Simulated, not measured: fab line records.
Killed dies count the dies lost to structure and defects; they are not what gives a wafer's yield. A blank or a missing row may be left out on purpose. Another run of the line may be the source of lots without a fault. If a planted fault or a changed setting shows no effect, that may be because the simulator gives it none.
fab line records	flow sky130
[record] lots = 5	wafers = 15	lastDay = 50
route steps=708 shown VIA2@525 METAL3@532 CAPM@537 PAD_OPEN@708
lots that met no fault: taken from a fault-free run of the same line
startH: hours from the record's first day to the start of the lot's first wafer shown	waitH: hours elapsed since this lot's preceding step	" identical to the entry in the row above	L1.1+2: a single row standing in for several wafers	- value missing, or start not given	* or withheld: withheld	< > ~ a bound
route shown NAME@n: names a module that has steps shown in the file, with the first one's number in the route	usual: mean and standard deviation over wafers with no fault	same: alike in all rows	chamber/n: place in a boat	sites: each site's reading	_std_site: standard deviation across them	_edge_site: mean of outer sites minus mean of inner sites	radiusMm: for every site, how far away it sits from the centre of the wafer	mask NAME#n: copy n	behind: the last tool/chamber to shape the wafer	hold: why the lot went on hold/how many hours it stayed there/how the hold came to an end	device: which transistor (n, p or np) failed to switch	end of line: tests run on the same wafers once the route is complete	for a step that has no rows: nothing shown but its recipe	killed: the dies lost at the first sort to structure and to defects; this is not the yield of the wafer	map: per-die view of a wafer (x killed, . not killed, _ where there is no die)
set.NAME: the setting as run; set.NAME@STEP: as run at that earlier step	model.NAME: the simulator's own value behind a step, which no gauge read
a table for each step, a row for each wafer; lots at some steps of the route
services: a tool's chamber out of use, with start hour (startH, from the record's first day; less than 0 if before it), hours out, and reason
[[steps]]
[step SKY_VIA2_CLEAN_18]
[recipe] chemistry = IPA	timeS = 180	tempC = 25
[step SKY_VIA2_CLEAN_19]
[recipe] chemistry = O3/DIW	dry = n2Spin
[step SKY_VIA2_SPUTTER_20]
[recipe] material = TiN	targetThkNm = 20	chamberPressurePa = 5	powerW = 4000	timeS = 80
[step SKY_VIA2_CVD_21]
[recipe] material = W	targetThkNm = 420	timeS = 126.4	tempC = 400	pressureTorr = 40
[usual] heaterPowerW = 851/110
lot.wafer	tool	chamber	startH	waitH	heaterPowerW
L126.1	cvdW-01	1	906.11	0.0	741
L126.3	"	0	"	"	867
L126.5	"	1	"	"	735
L131.1	cvdW-01	0	928.46	0.0	851
L131.2	"	1	"	"	737
L131.4	"	0	"	"	841
L142.2	cvdW-02	1	1000.24	0.0	1037
L142.4	"	0	"	"	803
L142.5	"	1	"	"	1023
L143.2	cvdW-02	0	1002.85	0.0	750
L143.3	"	1	"	"	1039
L143.5	"	1	"	"	1022
L144.4	cvdW-02	1	1009.97	0.1	1053
L144.5	"	0	"	"	760
L144.6	"	1	"	"	1021
[step SKY_VIA2_RS_MEAS_22]
[recipe] thkMeasGauge = four-point-probe	reads = W_of_VIA2_CVD_21+TiN_of_VIA2_SPUTTER_20
[usual] VIA2_W_RS = 0.2735/0.0028
lot.wafer	tool	chamber	startH	waitH	VIA2_W_RS[ohm/sq]
L126.1	filmMetro-03	-	906.24	0.1	0.2734
L126.3	"	-	"	"	0.2742
L126.5	"	-	"	"	0.2736
L131.1	filmMetro-03	-	928.59	0.1	0.2745
L131.2	"	-	"	"	0.2751
L131.4	"	-	"	"	0.2750
L142.2	filmMetro-03	-	1000.39	0.1	0.2703
L142.4	"	-	"	"	0.2716
L142.5	"	-	"	"	0.2724
L143.2	filmMetro-04	-	1003.42	0.5	0.2740
L143.3	"	-	"	"	0.2748
L143.5	"	-	"	"	0.2719
L144.4	filmMetro-03	-	1010.12	0.1	0.2759
L144.5	"	-	"	"	0.2724
L144.6	"	-	"	"	0.2759
[step SKY_VIA2_THK_MEAS_23]
[recipe] thkMeasGauge = xrf	reads = W_of_VIA2_CVD_21
[usual] VIA2_W_THK = 420/5
lot.wafer	tool	chamber	startH	waitH	VIA2_W_THK[nm]
L126.1	filmMetro-03	-	906.36	0.1	421
L126.3	"	-	"	"	420
L126.5	"	-	"	"	420
L131.1	filmMetro-03	-	928.71	0.1	417
L131.2	"	-	"	"	415
L131.4	"	-	"	"	413
L142.2	filmMetro-03	-	1000.50	0.1	422
L142.4	"	-	"	"	422
L142.5	"	-	"	"	424
L143.2	filmMetro-04	-	1003.53	0.1	422
L143.3	"	-	"	"	422
L143.5	"	-	"	"	424
L144.4	filmMetro-03	-	1010.21	0.1	416
L144.5	"	-	"	"	423
L144.6	"	-	"	"	415
[step SKY_VIA2_CMP_24]
[recipe] stopOn = SiO2	tOverpolishS = 20	downForcePsi = 3.5	platenRpm = 60	targetThkNm = 0	padVelocityMS = 0.94248
[usual] motorCurrentA = 10.3/0.86	overpolishRunS = 20.001/0.0097	timeToEndpointS = 101/3.3
lot.wafer	tool	chamber	startH	waitH	motorCurrentA	overpolishRunS	timeToEndpointS
L126.1	cmp-01	3	906.42	0.1	10.1	20.018	102
L126.3	"	0	"	"	12.1	20.017	103
L126.5	"	0	"	"	12.4	20.007	102
L131.1	cmp-02	3	928.82	0.1	9.7	19.984	102
L131.4	"	0	"	"	9.8	20.010	101
L131.2	"	1	"	"	10.6	20.016	99
L142.2	cmp-02	2	1000.60	0.1	10.1	19.990	101
L142.4	"	0	"	"	9.9	20.000	99
L142.5	"	2	"	"	10.1	19.991	99
L143.3	cmp-01	2	1003.63	0.1	8.7	20.014	102
L143.2	"	0	"	"	11.6	19.988	103
L143.5	"	2	"	"	8.5	20.004	109
L144.4	cmp-01	0	1010.34	0.1	12.0	20.006	102
L144.5	"	2	"	"	8.8	20.005	103
L144.6	"	3	"	"	10.2	19.989	102
[step SKY_METAL3_SPUTTER_00]
[recipe] material = Ti	targetThkNm = 15	powerW = 3000	timeS = 10	chamberPressurePa = 0.4
[step SKY_METAL3_SPUTTER_01]
[recipe] material = TiN	targetThkNm = 20	powerW = 6500	timeS = 16.7	chamberPressurePa = 0.4
[step SKY_METAL3_SPUTTER_02]
[recipe] material = AlCu	targetThkNm = 735	powerW = 10600	timeS = 39.1	chamberPressurePa = 0.4163
[usual] throttleValvePct = 29.2/0.92
lot.wafer	tool	chamber	startH	waitH	throttleValvePct
L126.1	pvdSputter-01	-	906.77	0.0	29.4
L126.3	"	-	"	"	30.3
L126.5	"	-	"	"	29.5
L131.1	pvdSputter-03	-	929.12	0.0	29.8
L131.2	"	-	"	"	29.3
L131.4	"	-	"	"	30.0
L142.2	pvdSputter-04	-	1000.90	0.0	29.0
L142.4	"	-	"	"	29.2
L142.5	"	-	"	"	26.9
L143.2	pvdSputter-01	-	1003.93	0.0	30.6
L143.3	"	-	"	"	30.3
L143.5	"	-	"	"	29.6
L144.4	pvdSputter-03	-	1010.59	0.0	29.2
L144.5	"	-	"	"	28.9
L144.6	"	-	"	"	29.3
[step SKY_METAL3_SPUTTER_03]
[recipe] material = Ti	targetThkNm = 5	powerW = 3000	timeS = 3.3	chamberPressurePa = 0.4
[step SKY_METAL3_SPUTTER_04]
[recipe] material = TiN	targetThkNm = 70	powerW = 6500	timeS = 58.3	chamberPressurePa = 0.4
[usual] throttleValvePct = 29.2/0.92
lot.wafer	tool	chamber	startH	waitH	throttleValvePct
L126.1	pvdSputter-01	-	906.83	0.0	29.5
L126.3	"	-	"	"	30.1
L126.5	"	-	"	"	29.4
L131.1	pvdSputter-03	-	929.17	0.0	29.5
L131.2	"	-	"	"	29.4
L131.4	"	-	"	"	30.1
L142.2	pvdSputter-04	-	1000.95	0.0	29.3
L142.4	"	-	"	"	29.2
L142.5	"	-	"	"	27.3
L143.2	pvdSputter-01	-	1003.98	0.0	30.9
L143.3	"	-	"	"	30.2
L143.5	"	-	"	"	29.5
L144.4	pvdSputter-03	-	1010.64	0.0	29.4
L144.5	"	-	"	"	28.9
L144.6	"	-	"	"	29.8
[step SKY_CAPM_CVD_00]
[recipe] material = SiO2	targetThkNm = 15.5	tempC = 400	timeS = withheld	rfW = 450
[usual] heaterPowerW = 749/130
lot.wafer	tool	chamber	startH	waitH	heaterPowerW	model.SiO2_of_CAPM_CVD_00.thkNm
L126.1	pecvd-01	2	906.88	0.0	935	15.17
L126.3	"	0	"	"	618	15.38
L126.5	"	2	"	"	926	15.5
L131.1	pecvd-03	0	929.22	0.0	770	15.13
L131.2	"	1	"	"	671	15.39
L131.4	"	1	"	"	652	15.48
L142.2	pecvd-03	1	1001.00	0.0	782	18.31
L142.4	"	0	"	"	797	15.61
L142.5	"	1	"	"	813	18.76
L143.2	pecvd-02	1	1004.03	0.0	667	15.39
L143.3	"	2	"	"	774	15.36
L143.5	"	1	"	"	655	15.45
L144.4	pecvd-02	0	1010.70	0.0	527	15.46
L144.5	"	2	"	"	681	15.34
L144.6	"	1	"	"	639	15.14
[step SKY_CAPM_THK_MEAS_01]
[recipe] reads = SiO2_of_CAPM_CVD_00
[usual] CAPM_CVD_00_THK = 15.40/0.19
lot.wafer	tool	chamber	startH	waitH	hold	CAPM_CVD_00_THK[nm]
L126.1	filmMetro-03	-	906.90	-	-	15.18
L126.3	"	-	"	"	-	15.41
L126.5	"	-	"	"	-	15.48
L131.1	filmMetro-03	-	929.24	-	-	15.13
L131.2	"	-	"	"	-	15.35
L131.4	"	-	"	"	-	15.47
L142.2	filmMetro-02	-	1001.03	-	awaitDispo/0.2h/release	18.30
L142.4	"	-	"	"	awaitDispo/0.2h/release	15.61
L142.5	"	-	"	"	awaitDispo/0.2h/release	18.74
L142.2	filmMetro-02	-	1001.26	0.2	-	18.31
L142.4	"	-	"	"	-	15.59
L142.5	"	-	"	"	-	18.81
L143.2	filmMetro-03	-	1004.06	-	-	15.40
L143.3	"	-	"	"	-	15.35
L143.5	"	-	"	"	-	15.44
L144.4	filmMetro-02	-	1010.74	-	-	15.47
L144.5	"	-	"	"	-	15.33
L144.6	"	-	"	"	-	15.17
[step SKY_CAPM_RS_MEAS_03]
[recipe] thkMeasGauge = four-point-probe	reads = TiN_of_CAPM_SPUTTER_02
[usual] CAPM_TIN_RS = 6.91/0.081
lot.wafer	tool	chamber	startH	waitH	CAPM_TIN_RS[ohm/sq]
L126.1	filmMetro-04	-	907.07	0.1	6.89
L126.3	"	-	"	"	6.82
L126.5	"	-	"	"	6.87
L131.1	filmMetro-02	-	929.41	0.1	6.92
L131.2	"	-	"	"	6.92
L131.4	"	-	"	"	6.88
L142.2	filmMetro-03	-	1003.72	0.1	6.88
L142.4	"	-	"	"	6.87
L142.5	"	-	"	"	6.93
L143.2	filmMetro-04	-	1004.24	0.1	6.82
L143.3	"	-	"	"	6.80
L143.5	"	-	"	"	6.81
L144.4	filmMetro-04	-	1010.94	0.1	6.93
L144.5	"	-	"	"	6.99
L144.6	"	-	"	"	6.93
[step SKY_CAPM_THK_MEAS_04]
[recipe] thkMeasGauge = xrf	reads = TiN_of_CAPM_SPUTTER_02
[usual] CAPM_TIN_THK = 197.3/2.2
lot.wafer	tool	chamber	startH	waitH	CAPM_TIN_THK[nm]
L126.1	filmMetro-04	-	907.19	0.1	197.4
L126.3	"	-	"	"	199.2
L126.5	"	-	"	"	198.0
L131.1	filmMetro-02	-	929.53	0.1	196.4
L131.2	"	-	"	"	197.3
L131.4	"	-	"	"	198.2
L142.2	filmMetro-03	-	1003.83	0.1	198.7
L142.4	"	-	"	"	198.4
L142.5	"	-	"	"	198.0
L143.2	filmMetro-04	-	1004.35	0.1	201.1
L143.3	"	-	"	"	200.8
L143.5	"	-	"	"	200.5
L144.4	filmMetro-04	-	1011.03	0.1	197.2
L144.5	"	-	"	"	196.5
L144.6	"	-	"	"	197.7
[step SKY_CAPM_DEHYDRATE_05]
[recipe] tempC = 200	timeS = 60
[step SKY_CAPM_HMDS_06]
[recipe] primeTimeS = 60	primeTempC = 120
[step SKY_CAPM_COAT_07]
[recipe] resist = NOVOLAK	spinRpm = 3000	resistThkNm = 1140
[step SKY_CAPM_SOFTBAKE_08]
[recipe] tempC = 90	timeS = 60	resist = NOVOLAK
[step SKY_CAPM_EXPOSE_09]
[recipe] maskId = CAPM	na = 0.6	sourceShape = conventional	sigmaOuter = 0.6	polarization = unpolarized	targetCdNm = 1000	doseMj = 159
[step SKY_CAPM_PEB_10]
[recipe] tempC = withheld	timeS = *	resist = NOVOLAK
[step SKY_CAPM_DEVELOP_11]
[recipe] resist = NOVOLAK	developer = TMAH	developTimeS = 60	devTempC = 23
[step SKY_CAPM_OVL_MEAS_12]
[usual] CAPM_OVL = 0.4/1.2
lot.wafer	tool	chamber	startH	waitH	CAPM_OVL[nm]
L126.1	overlay-02	-	931.25	0.1	-1.3
L126.3	"	-	"	"	0.6
L126.5	"	-	"	"	1.4
L131.1	overlay-02	-	953.76	0.1	1.2
L131.2	"	-	"	"	-0.3
L131.4	"	-	"	"	-0.1
L142.2	overlay-02	-	1023.92	0.1	1.4
L142.4	"	-	"	"	-0.7
L142.5	"	-	"	"	1.8
L143.2	overlay-01	-	1026.07	0.1	0.9
L143.3	"	-	"	"	3.1
L143.5	"	-	"	"	-0.5
L144.4	overlay-01	-	1032.21	0.1	0.1
L144.5	"	-	"	"	-0.6
L144.6	"	-	"	"	-0.4
[step SKY_CAPM_METAL_ETCH_13]
[recipe] targetDepthNm = 220	stopOn = SiO2	chemistry = Cl2/BCl3	target = TiN	pressureMtorr = 10	icpW = 900	biasW = 48.5	Cl2_flow_sccm = 60	bcl3FlowSccm = 30	timeS = 62.9
[step SKY_CAPM_STRIP_14]
[recipe] chemistry = O2/N2	powerW = 1400	pressureMtorr = 1500	platenTempC = withheld	o2FlowSccm = 3000	n2FlowSccm = 300	overashFraction = 0.5
[step SKY_CAPM_STRIP_15]
[recipe] chemistry = postEtchResidueRemover	timeS = 1200	tempC = 72.5
[step SKY_CAPM_CLEAN_16]
[recipe] chemistry = IPA	timeS = 180	tempC = 25
[step SKY_CAPM_CLEAN_17]
[recipe] chemistry = O3/DIW	dry = n2Spin
[step SKY_METAL3_DEHYDRATE_05]
[recipe] tempC = 200	timeS = 60
[step SKY_METAL3_HMDS_06]
[recipe] primeTimeS = 60	primeTempC = 120
[step SKY_METAL3_COAT_07]
[recipe] resist = BARC	tempC = withheld	timeS = withheld	spinRpm = 3000	resistThkNm = 60
[step SKY_METAL3_COAT_08]
[recipe] resist = KrF-thick	spinRpm = 3000	resistThkNm = 1140
[step SKY_METAL3_SOFTBAKE_09]
[recipe] tempC = 100	timeS = 90	resist = KrF-thick
[step SKY_METAL3_EXPOSE_10]
[recipe] maskId = MM3	na = 0.68	sourceShape = annular	sigmaInner = 0.4	sigmaOuter = 0.8	targetCdNm = 300	doseMj = 28
[step SKY_METAL3_PEB_11]
[recipe] pebTempC = withheld	pebTimeS = withheld	resist = KrF-thick
[step SKY_METAL3_DEVELOP_12]
[recipe] developTimeS = 60	resist = KrF-thick	devTempC = 21.7
[step SKY_METAL3_CD_MEAS_13]
[recipe] targetCdNm = 300
[usual] cdNm = 299.6/1.6
lot.wafer	tool	chamber	startH	waitH	cdNm
L126.1	cdSem-01	-	956.07	-	297.2
L126.3	"	-	"	"	297.4
L126.5	"	-	"	"	296.7
L131.1	cdSem-02	-	977.97	-	300.2
L131.2	"	-	"	"	300.7
L131.4	"	-	"	"	301.7
L142.2	cdSem-01	-	1047.25	-	301.2
L142.4	"	-	"	"	299.3
L142.5	"	-	"	"	301.1
L143.2	cdSem-01	-	1049.04	-	300.1
L143.3	"	-	"	"	300.5
L143.5	"	-	"	"	302.6
L144.4	cdSem-02	-	1055.12	-	299.3
L144.5	"	-	"	"	300.6
L144.6	"	-	"	"	298.4
[step SKY_METAL3_OVL_MEAS_14]
[usual] METAL3_OVL = 3/5.6
lot.wafer	tool	chamber	startH	waitH	METAL3_OVL[nm]
L126.1	overlay-01	-	956.19	0.1	4
L126.3	"	-	"	"	6
L126.5	"	-	"	"	5
L131.1	overlay-01	-	978.09	0.1	2
L131.2	"	-	"	"	2
L131.4	"	-	"	"	1
L142.2	overlay-01	-	1047.36	0.1	-4
L142.4	"	-	"	"	-12
L142.5	"	-	"	"	2
L143.2	overlay-01	-	1049.15	0.1	1
L143.3	"	-	"	"	10
L143.5	"	-	"	"	7
L144.4	overlay-02	-	1055.20	0.1	14
L144.5	"	-	"	"	13
L144.6	"	-	"	"	6
[step SKY_METAL3_DESCUM_15]
[recipe] chemistry = O2	sourcePowerW = 150	biasPowerW = 0	pressureMtorr = 10	tempC = 40	timeS = 8
[step SKY_METAL3_ETCH_16]
[recipe] chemistry = N2/H2	target = BARC	ionEnergyEv = 200	biasW = 100	pressureMtorr = 30	n2FlowSccm = 100	h2FlowSccm = 200	icpW = 500	stopOn = SiO2	timeS = 88.2	targetDepthA = 600
[usual] chamberPressureMTorr = 29.995/0.026	drypumpMotorCurrentA = 5.2/0.4	oesProductAu = 0.626/0.005	throttleValvePct = 13.204/0.0092
lot.wafer	tool	chamber	startH	waitH	chamberPressureMTorr	drypumpMotorCurrentA	oesProductAu	rfHoursCounterH	throttleValvePct
L126.1	rieMetal-04	1	956.26	0.0	30.014	5.3	0.622	10	13.211
L126.3	"	1	"	"	30.009	5.3	0.627	-	13.190
L126.5	"	1	"	"	29.982	5.2	0.624	-	13.198
L131.1	rieMetal-04	0	978.16	0.0	30.009	5.9	0.625	6	13.208
L131.2	"	1	"	"	29.964	5.3	0.630	11	13.199
L131.4	"	1	"	"	30.002	5.3	0.618	-	13.208
L142.2	rieMetal-04	1	1047.42	0.0	30.025	5.3	0.635	15	13.199
L142.4	"	1	"	"	30.001	5.3	0.624	-	13.208
L142.5	"	1	"	"	29.955	5.3	0.616	-	13.207
L143.2	rieMetal-04	0	1049.21	0.0	29.983	5.9	0.625	10	13.206
L143.3	"	1	"	"	30.017	5.3	0.615	-	13.214
L143.5	"	1	"	"	30.037	5.2	0.631	-	13.209
L144.4	rieMetal-03	1	1055.28	0.0	29.985	5.4	0.626	-	13.186
L144.5	"	0	"	"	29.972	4.7	0.619	-	13.211
L144.6	"	1	"	"	30.042	5.4	0.627	-	13.203
[step SKY_METAL3_ETCH_17]
[recipe] target = SiO2	stopOn = TiN	chemistry = C4F8/O2/Ar	sourceW = 1500	biasW = 1200	pressureMtorr = 40	c4f8FlowSccm = withheld	O2_flow_sccm = 6	Ar_flow_sccm = 300	timeS = 3.9	targetDepthA = 150
[usual] chamberPressureMTorr = 40.00/0.036	oesProductAu = 0.752/0.0064
lot.wafer	tool	chamber	startH	waitH	chamberPressureMTorr	oesProductAu	rfHoursCounterH
L126.1	rieDiel-02	2	956.36	0.1	39.98	0.742	13
L126.3	"	3	"	"	40.03	0.751	14
L126.5	"	1	"	"	40.01	0.758	-
L131.1	rieDiel-02	0	978.26	0.1	39.94	0.743	11
L131.2	"	3	"	"	40.01	0.750	14
L131.4	"	1	"	"	40.02	0.755	6
L142.2	rieDiel-04	2	1047.52	0.1	40.00	0.821	21
L142.4	"	0	"	"	39.96	0.759	17
L142.5	"	0	"	"	40.03	0.840	-
L143.2	rieDiel-03	3	1049.31	0.1	40.00	0.752	5
L143.3	"	0	"	"	39.91	0.756	15
L143.5	"	1	"	"	40.04	0.766	-
L144.4	rieDiel-03	1	1055.35	0.0	40.05	0.752	18
L144.5	"	1	"	"	40.05	0.750	-
L144.6	"	0	"	"	40.03	0.737	-
[step SKY_PAD_OPEN_PROBE_99]
[usual] defectLimitedYield = 82.4/1.9	killed_at_M0_to_M3 = 44/7.2	killed_at_M4_up = 3.2/1.8	killedAtContacts = 24/5.4	killedAtFrontEnd = 15/4	killedAtOther = 0.3/0.56	killedDies = 87/9.2	killedOpen = 47/7.3	killedShort = 39/5.7	sort_bin_3_pad_short = 0.9/0.45	sort_bin_5_function = 10.6/1.5	sort_bin_6_memory = 6.2/1.1	sortNPass = 405/9.2	sortYieldPct = 82.4/1.9
[same] grossDies = 492	killedAtBackSide = 0	sort_bin_4_leakage[%] = 0	sort_bin_8_speed[%] = 0
lot.wafer	tool	chamber	startH	waitH	defectLimitedYield[%]	killed_at_M0_to_M3	killed_at_M4_up	killedAtContacts	killedAtFrontEnd	killedAtOther	killedDies	killedOpen	killedShort	sort_bin_3_pad_short[%]	sort_bin_5_function[%]	sort_bin_6_memory[%]	sortNPass	sortYieldPct[%]	model.etest.capMim.bvV	model.etest.capMim.leakLog10ACm2	model.etest.capMim.cFfUm2
L126.1	prober-02	-	1120.88	0.1	83.9	31	5	26	16	1	79	38	41	0.8	11.2	4.1	413	83.9	13.68	-8.977	2.408
L126.3	prober-02	-	1120.98	0.2	83.3	40	4	26	11	1	82	37	44	1.0	9.3	6.3	410	83.3	13.58	-8.81	2.36
L126.5	prober-02	-	1121.08	0.2	80.9	50	1	29	14	0	94	56	38	0.8	10.2	8.1	398	80.9	13.76	-9.065	2.343
L131.1	prober-01	-	1138.25	0.1	82.7	42	3	25	14	1	85	44	41	0.8	10.4	6.1	407	82.7	13.04	-9.057	2.392
L131.2	prober-01	-	1138.30	0.1	81.9	47	0	24	18	0	89	43	46	0.8	12.0	5.3	403	81.9	13.88	-9.002	2.38
L131.4	prober-01	-	1138.40	0.2	82.9	49	5	18	12	0	84	45	39	0.6	9.6	6.9	408	82.9	14.02	-9.114	2.338
L142.2	prober-01	-	1190.98	0.1	80.3	55	1	33	8	0	97	59	38	1.4	12.0	6.3	395	80.3	16.14	-9.646	1.985
L142.4	prober-01	-	1191.08	0.2	79.7	54	1	29	16	0	100	64	36	1.4	10.8	8.1	392	79.7	13.74	-9.052	2.313
L142.5	prober-01	-	1191.13	0.2	79.5	48	4	34	15	0	101	61	40	1.2	13.6	5.7	391	79.5	16.24	-9.704	1.928
L143.2	prober-02	-	1191.69	0.1	86.6	29	2	20	14	1	66	36	30	0.8	7.5	5.1	426	86.6	13.73	-8.952	2.352
L143.3	prober-02	-	1191.74	0.2	82.7	40	7	21	17	0	85	35	50	0.8	10.0	6.5	407	82.7	13.8	-8.938	2.368
L143.5	prober-02	-	1191.84	0.2	82.5	44	0	25	17	0	86	50	36	1.0	11.4	5.1	406	82.5	14.37	-8.941	2.326
L144.4	prober-01	-	1196.38	0.2	80.5	57	2	25	11	1	96	43	51	1.0	12.0	6.5	396	80.5	13.85	-8.842	2.353
L144.5	prober-01	-	1196.43	0.2	81.9	44	3	23	19	0	89	51	36	0.6	11.6	5.9	403	81.9	13.75	-8.944	2.345
L144.6	prober-01	-	1196.48	0.2	82.7	54	1	13	17	0	85	42	41	0.6	9.3	7.3	407	82.7	14.06	-8.779	2.391
// killed by level:class
L126.1 CONTACT:geometricParticle:open=12 CONTACT:geometricParticle:short=7 VIA1:geometricParticle:open=6 FIELD_ISO:geometricParticle:open=4 FIELD_ISO:geometricParticle:short=4 LOCAL_INTERCONNECT:geometricParticle:short=4 VIA3:geometricParticle:open=4 METAL4:geometricParticle:short=4
L126.3 CONTACT:geometricParticle:open=9 LI_CONTACT:geometricParticle:open=9 METAL2:geometricParticle:short=7 VIA1:geometricParticle:open=7 CONTACT:geometricParticle:short=6 VIA1:geometricParticle:short=6 POLY_GATE:geometricParticle:short=5 METAL1:geometricParticle:short=4
L126.5 VIA1:geometricParticle:open=13 VIA2:geometricParticle:open=11 CONTACT:geometricParticle:open=10 LI_CONTACT:geometricParticle:open=7 FIELD_ISO:geometricParticle:open=6 CONTACT:geometricParticle:short=5 LOCAL_INTERCONNECT:geometricParticle:short=5 METAL1:geometricParticle:short=5
L131.1 VIA2:geometricParticle:open=9 METAL2:geometricParticle:short=9 CONTACT:geometricParticle:open=9 METAL1:geometricParticle:short=7 LI_CONTACT:geometricParticle:open=7 FIELD_ISO:geometricParticle:short=5 CONTACT:geometricParticle:short=5 VIA1:geometricParticle:open=5
L131.2 METAL2:geometricParticle:short=14 VIA1:geometricParticle:open=12 LI_CONTACT:geometricParticle:open=10 FIELD_ISO:geometricParticle:short=8 CONTACT:geometricParticle:short=6 VIA3:geometricParticle:open=6 FIELD_ISO:geometricParticle:open=5 CONTACT:geometricParticle:open=4
L131.4 VIA1:geometricParticle:open=8 METAL1:geometricParticle:short=7 VIA3:geometricParticle:open=7 CONTACT:geometricParticle:open=6 FIELD_ISO:geometricParticle:open=5 METAL2:geometricParticle:short=5 VIA2:geometricParticle:short=5 FIELD_ISO:geometricParticle:short=4
L142.2 VIA1:geometricParticle:open=19 CONTACT:geometricParticle:open=11 LI_CONTACT:geometricParticle:open=9 VIA3:geometricParticle:open=8 METAL2:geometricParticle:short=6 VIA2:geometricParticle:open=5 LI_CONTACT:geometricParticle:short=5 LOCAL_INTERCONNECT:geometricParticle:short=5
L142.4 VIA1:geometricParticle:open=17 CONTACT:geometricParticle:open=13 METAL2:geometricParticle:short=10 LI_CONTACT:geometricParticle:open=9 VIA3:geometricParticle:open=6 CONTACT:geometricParticle:short=5 METAL1:geometricParticle:short=5 VIA2:geometricParticle:open=5
L142.5 VIA1:geometricParticle:open=15 CONTACT:geometricParticle:open=14 VIA2:geometricParticle:open=9 LOCAL_INTERCONNECT:geometricParticle:short=8 LI_CONTACT:geometricParticle:open=5 METAL2:geometricParticle:short=5 FIELD_ISO:geometricParticle:open=3 SPACER:geometricParticle:open=3
L143.2 CONTACT:geometricParticle:open=7 LI_CONTACT:geometricParticle:open=6 VIA1:geometricParticle:open=6 VIA2:geometricParticle:open=5 CONTACT:geometricParticle:short=4 METAL3:geometricParticle:short=4 FIELD_ISO:geometricParticle:short=3 POLY_GATE:geometricParticle:open=3
L143.3 CONTACT:geometricParticle:open=9 VIA3:geometricParticle:open=8 METAL1:geometricParticle:short=7 VIA1:geometricParticle:short=7 LOCAL_INTERCONNECT:geometricParticle:short=6 METAL4:geometricParticle:short=6 POLY_GATE:geometricParticle:short=5 LI_CONTACT:geometricParticle:open=4
L143.5 LI_CONTACT:geometricParticle:open=13 VIA1:geometricParticle:open=13 VIA2:geometricParticle:open=11 LOCAL_INTERCONNECT:geometricParticle:short=5 METAL3:geometricParticle:short=5 SPACER:geometricParticle:short=4 CONTACT:geometricParticle:short=4 VIA3:geometricParticle:short=4
L144.4 METAL1:geometricParticle:short=16 VIA1:geometricParticle:open=12 CONTACT:geometricParticle:open=9 LI_CONTACT:geometricParticle:open=7 VIA3:geometricParticle:open=7 CONTACT:geometricParticle:short=6 METAL2:geometricParticle:short=6 VIA3:geometricParticle:short=6
L144.5 VIA3:geometricParticle:open=13 VIA1:geometricParticle:open=8 FIELD_ISO:geometricParticle:open=6 CONTACT:geometricParticle:open=6 LI_CONTACT:geometricParticle:open=6 CONTACT:geometricParticle:short=6 METAL2:geometricParticle:short=5 VIA3:geometricParticle:short=5
L144.6 VIA1:geometricParticle:open=10 VIA3:geometricParticle:open=10 METAL2:geometricParticle:short=7 VIA1:geometricParticle:short=7 CONTACT:geometricParticle:open=6 METAL1:geometricParticle:short=5 FIELD_ISO:geometricParticle:short=4 CONTACT:geometricParticle:short=4
[[services]]
tool	chamber	startH	hours	kind
rieDiel-03	0	887.95	4.0	repair
cmp-01	-	894.05	0.2	repair
cvdW-02	-	904.00	14.0	pm
rieDiel-03	0	907.70	4.6	repair
cmp-01	-	912.13	4.0	pm
pecvd-03	1	919.06	5.3	repair
rieDiel-02	3	923.00	10.9	repair
cvdW-01	0	923.48	4.7	repair
pvdSputter-04	-	923.77	2.0	repair
pvdSputter-01	-	927.30	2.9	repair
cmp-01	-	928.51	1.8	repair
pecvd-02	0	929.10	3.9	repair
pvdSputter-03	-	930.74	1.1	repair
cmp-02	-	944.85	2.2	repair
cvdW-01	1	956.15	1.9	repair
cmp-01	-	956.91	4.2	pm
cmp-01	-	965.56	3.6	repair
pecvd-03	-	984.58	2.4	repair
rieMetal-04	1	986.03	9.3	repair
rieDiel-03	0	997.67	10.1	repair
cvdW-01	-	999.65	6.0	pm
cmp-02	-	1019.46	16.0	pm
cmp-02	-	1035.44	6.1	pm
rieDiel-02	0	1040.36	7.8	repair
[[key]]
[firstSign] step = SKY_CAPM_THK_MEAS_01	reading = visit	direction = added
[effect] step = SKY_CAPM_THK_MEAS_01	reading = CAPM_CVD_00_THK	direction = up	sigmas = 16	usual = 15.40	struck = 18.52
[effect] step = SKY_METAL3_ETCH_17	reading = oesProductAu	direction = up	sigmas = 12	usual = 0.752	struck = 0.830
[modelEffect] step = SKY_CAPM_CVD_00	value = SiO2_of_CAPM_CVD_00.thkNm	without = 15.63	struck = 18.54
[modelEffect] step = SKY_PAD_OPEN_PROBE_99	value = etest.capMim.bvV	without = 13.64	struck = 16.19
metAt SKY_CAPM_CVD_00
struckWafers L142.2,L142.5
onsetBetween 929.22 1001.00
[fault] kind = processParameterDrift	tool = pecvd-03	chamber = 1	onsetH = 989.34	steps = SKY_CAPM_CVD_00	channel = timeS	offset = withheld	shape = step	endH = 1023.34	actsIn = *
